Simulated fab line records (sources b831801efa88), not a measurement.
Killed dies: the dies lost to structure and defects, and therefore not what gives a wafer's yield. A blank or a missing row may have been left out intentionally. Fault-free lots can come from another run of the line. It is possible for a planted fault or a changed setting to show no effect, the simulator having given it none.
Which of the tools did it?	flow sky130	12 lots with 36 wafers sampled at 5 steps, on a route of 708 steps

WHAT EACH GAUGE READ, for each wafer
The record lacks any reading of a measuring or inspecting step that a usual standard deviation could be used to judge.

WHICH TOOL RAN EACH LOT (tool, then ch and the chambers of the sampled wafers, then the start)
lot	SKY_VIA4_HDPCVD_00	SKY_VIA4_CVD_18	SKY_METAL5_DESCUM_14	SKY_PASSIVATION_CVD_00	SKY_PAD_OPEN_PROBE_99
L583	hdpcvd-01 ch 0,2, day 41 19:50	cvdW-01 ch 1, day 42 20:32	rieMetal-02 ch 0,1, day 43 20:33	pecvd-01 ch 0,1, day 43 21:46	-
L584	hdpcvd-02 ch 0,2, day 41 20:41	cvdW-02 ch 0, day 42 21:02	rieMetal-04 ch 0,1, day 43 20:57	pecvd-02 ch 0,1, day 43 21:49	-
L585	hdpcvd-01 ch 0,2, day 42 00:08	cvdW-01 ch 1, day 43 00:09	rieMetal-02 ch 0,1, day 43 23:57	pecvd-01 ch 0,1, day 44 00:49	-
L586	hdpcvd-02 ch 1,2, day 42 19:17	cvdW-02 ch 1, day 43 19:35	rieMetal-02 ch 0,1, day 44 19:09	pecvd-02 ch 0,2, day 44 20:01	-
L587	hdpcvd-01 ch 0,1, day 42 19:43	cvdW-01 ch 0,1, day 43 19:40	rieMetal-03 ch 0,1, day 44 18:51	pecvd-03 ch 0,2, day 44 19:43	-
L588	hdpcvd-01 ch 0,1,2, day 43 07:13	cvdW-01 ch 0,1, day 44 06:25	rieMetal-02 ch 0,1, day 45 04:45	pecvd-02 ch 0,1, day 45 05:39	-
L589	hdpcvd-01 ch 1,2, day 43 21:08	cvdW-02 ch 0,1, day 44 20:35	rieMetal-02 ch 0,1, day 45 18:51	pecvd-01 ch 1,2, day 45 19:45	-
L590	hdpcvd-01 ch 0,1, day 43 22:26	cvdW-01 ch 1, day 44 23:22	rieMetal-04 ch 0,1, day 45 20:33	pecvd-03 ch 2, day 45 21:25	-
L591	hdpcvd-02 ch 0,2, day 44 04:52	cvdW-02 ch 0,1, day 45 03:29	rieMetal-04 ch 0,1, day 46 01:15	pecvd-03 ch 1, day 46 02:07	-
L592	hdpcvd-02 ch 0,2, day 44 15:58	cvdW-02 ch 0,1, day 45 14:22	rieMetal-02 ch 0,1, day 46 10:41	pecvd-02 ch 1,2, day 46 11:32	-
L593	hdpcvd-02 ch 1,2, day 44 16:55	cvdW-02 ch 0,1, day 45 15:37	rieMetal-03 ch 0, day 46 11:55	pecvd-03 ch 1,2, day 46 12:47	-
L598	hdpcvd-02 ch 0,1, day 46 06:47	cvdW-02 ch 0, day 47 04:25	rieMetal-04 ch 0,1, day 48 01:10	pecvd-02 ch 1,2, day 48 02:02	prober-02, day 49 16:17
- SKY_VIA4_HDPCVD_00: deposits SiO2, target thk 1750 nm, time 282.1 s.
- SKY_VIA4_CVD_18: deposits W, target thk 505 nm, time 152.14 s.
- SKY_METAL5_DESCUM_14: chemistry O2, time 11 s.
- SKY_PASSIVATION_CVD_00: deposits SiO2, target thk 90 nm.
- SKY_PAD_OPEN_PROBE_99

AS READ BY THE TOOLS THEMSELVES (means over the sampled wafers that have a number; for cases with no such wafer, the mark the record gives instead)
SKY_VIA4_HDPCVD_00.
lot	tool	susceptorTempC (C)
L583	hdpcvd-01	399.72
L584	hdpcvd-02	400.07
L585	hdpcvd-01	400.21
L586	hdpcvd-02	399.91
L587	hdpcvd-01	400.01
L588	hdpcvd-01	400.23
L589	hdpcvd-01	400.30
L590	hdpcvd-01	399.85
L591	hdpcvd-02	399.91
L592	hdpcvd-02	399.85
L593	hdpcvd-02	400.26
L598	hdpcvd-02	399.92

SKY_VIA4_CVD_18.
lot	tool	heaterPowerW (W)	susceptorTempC (C)
L583	cvdW-01	871	400.13
L584	cvdW-02	878	399.84
L585	cvdW-01	887	400.01
L586	cvdW-02	882	399.86
L587	cvdW-01	864	400.00
L588	cvdW-01	866	399.90
L589	cvdW-02	882	400.01
L590	cvdW-01	886	399.78
L591	cvdW-02	903	400.03
L592	cvdW-02	886	399.94
L593	cvdW-02	882	400.20
L598	cvdW-02	890	400.12

SKY_METAL5_DESCUM_14.
lot	tool	drypumpMotorCurrentA (A)	oesProductAu (a.u.)	rfFwdPowerW (W)
L583	rieMetal-02	5.66	1.015	147.6
L584	rieMetal-04	5.81	0.986	147.6
L585	rieMetal-02	5.58	1.006	147.6
L586	rieMetal-02	5.58	1.010	147.4
L587	rieMetal-03	5.60	0.991	148.4
L588	rieMetal-02	5.57	1.007	147.9
L589	rieMetal-02	5.57	0.999	147.0
L590	rieMetal-04	5.81	0.998	147.3
L591	rieMetal-04	5.85	0.989	147.0
L592	rieMetal-02	5.66	1.011	147.5
L593	rieMetal-03	5.90	0.989	147.6
L598	rieMetal-04	5.85	0.986	147.1

SKY_PASSIVATION_CVD_00.
lot	tool	heaterPowerW (W)	rfFwdPowerW (W)	susceptorTempC (C)
L583	pecvd-01	772	600	399.92
L584	pecvd-02	644	599	399.71
L585	pecvd-01	736	598	399.99
L586	pecvd-02	668	600	399.73
L587	pecvd-03	549	605	400.17
L588	pecvd-02	697	599	400.02
L589	pecvd-01	649	602	399.93
L590	pecvd-03	716	604	400.02
L591	pecvd-03	765	598	400.22
L592	pecvd-02	775	598	399.66
L593	pecvd-03	650	601	400.29
L598	pecvd-02	708	599	400.01

SKY_PAD_OPEN_PROBE_99.
lot	tool	defectLimitedYield (%)	killed_at_M0_to_M3	killed_at_M4_up	killedAtContacts	killedAtFrontEnd	killedAtOther	killedDies	killedOpen	killedShort	sort_bin_3_pad_short (%)	sort_bin_5_function (%)	sort_bin_6_memory (%)	sortNPass	sortYieldPct (%)
L598	prober-02	76.2	44	36.0	24	13	0.0	117	45	39	2.7	14.8	6.4	375	76.2

THE ANSWER, worked out from the rows above alone
Rule: the usual values come from the lots themselves. Put in order of their means at a reading, lots are off if they are a third of the lots or fewer, leave a main group of 4 or more, and stand apart from it by a gap of 3 or more times the standard deviation of the main group's means; of several such gaps the widest counts. If all means in a main group match to the digits the tables above print for the reading, that group is not used. Also off: a lot with no number at a reading for which 4 or more lots have one. Any other lot the step has rows for is counted as sound. After the gauges, taken in route order, come the tools' own readings; for these a lot's mean is taken, as printed above. The first step at which some lot is off is used, and at that step the reading that is off furthest; a lot without a number counts as furthest.
Across all readings shown, no lot is off: no conclusion can be drawn from this.

WHAT WAS PUT IN BY THE SIMULATOR
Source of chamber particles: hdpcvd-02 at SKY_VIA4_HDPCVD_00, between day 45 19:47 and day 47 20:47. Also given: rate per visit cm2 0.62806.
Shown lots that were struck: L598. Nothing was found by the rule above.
